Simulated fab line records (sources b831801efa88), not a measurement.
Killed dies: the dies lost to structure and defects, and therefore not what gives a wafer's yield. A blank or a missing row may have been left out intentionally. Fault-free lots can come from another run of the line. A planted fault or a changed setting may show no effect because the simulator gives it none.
Chamber matching + flow gf180mcu + GF_V2_CMP_26 on cmp-02: 4 sister chambers
The step polishes, stops on SiO2, t overpolish 15 s, target thk 0 nm. 8 wafers are shown with their chamber, then 8 later ones without.

## WAFERS WITH THEIR CHAMBER
| wafer  | chamber | motor-current-A (A) | time-to-endpoint-s (s) |
|--------|---------|---------------------|------------------------|
| L925.2 | 2       | 12.1                | 85                     |
| L928.1 | 0       | 10.1                | 82                     |
| L928.5 | 0       | 10.2                | 81                     |
| L928.6 | 3       | 13.3                | 85                     |
| L938.1 | 1       | 10.4                | 87                     |
| L938.5 | 1       | 10.8                | 84                     |
| L938.6 | 2       | 12.6                | 86                     |
| L939.1 | 3       | 14.5                | 86                     |

## WAFERS MISSING THEIR CHAMBER
| wafer  | motor-current-A (A) | time-to-endpoint-s (s) |
|--------|---------------------|------------------------|
| L939.3 | 11.3                | 81                     |
| L939.6 | 12.6                | 86                     |
| L941.1 | 10.2                | 81                     |
| L941.3 | 12.0                | 84                     |
| L941.6 | 9.4                 | 80                     |
| L942.1 | 10.4                | 81                     |
| L942.4 | 12.4                | 89                     |
| L942.6 | 12.1                | 88                     |

## THE CHAMBER EACH PASSED THROUGH
| wafer  | from the rows above          | in truth                   |
|--------|------------------------------|----------------------------|
| L939.3 | can't be placed: 0 or 1 or 2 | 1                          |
| L939.6 | 2                            | 2                          |
| L941.1 | 0                            | 0                          |
| L941.3 | can't be placed: 2 or 1      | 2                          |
| L941.6 | 0                            | 0                          |
| L942.1 | 0                            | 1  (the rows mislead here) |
| L942.4 | can't be placed: 2 or 3 or 1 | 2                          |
| L942.6 | can't be placed: 2 or 1      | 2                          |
Placed correctly: 3 of 8. From these rows, 4 cannot be placed; in 4 the true chamber is one of the candidates. Number placed wrongly: 1.
How it was worked out, from the rows above alone: a wafer's distance from a chamber is the root of the sum, over the readings, of the square of ((its reading less the chamber's mean) divided by the reading's scatter). The wafer belongs to the nearest chamber; if the next one is less than 2 further off, it can't be placed. Each chamber's mean is taken over the wafers shown for it. The scatter is the square root of a quotient: the sum, over the shown wafers, of each reading's squared deviation from its chamber's mean, divided by wafers minus chambers.
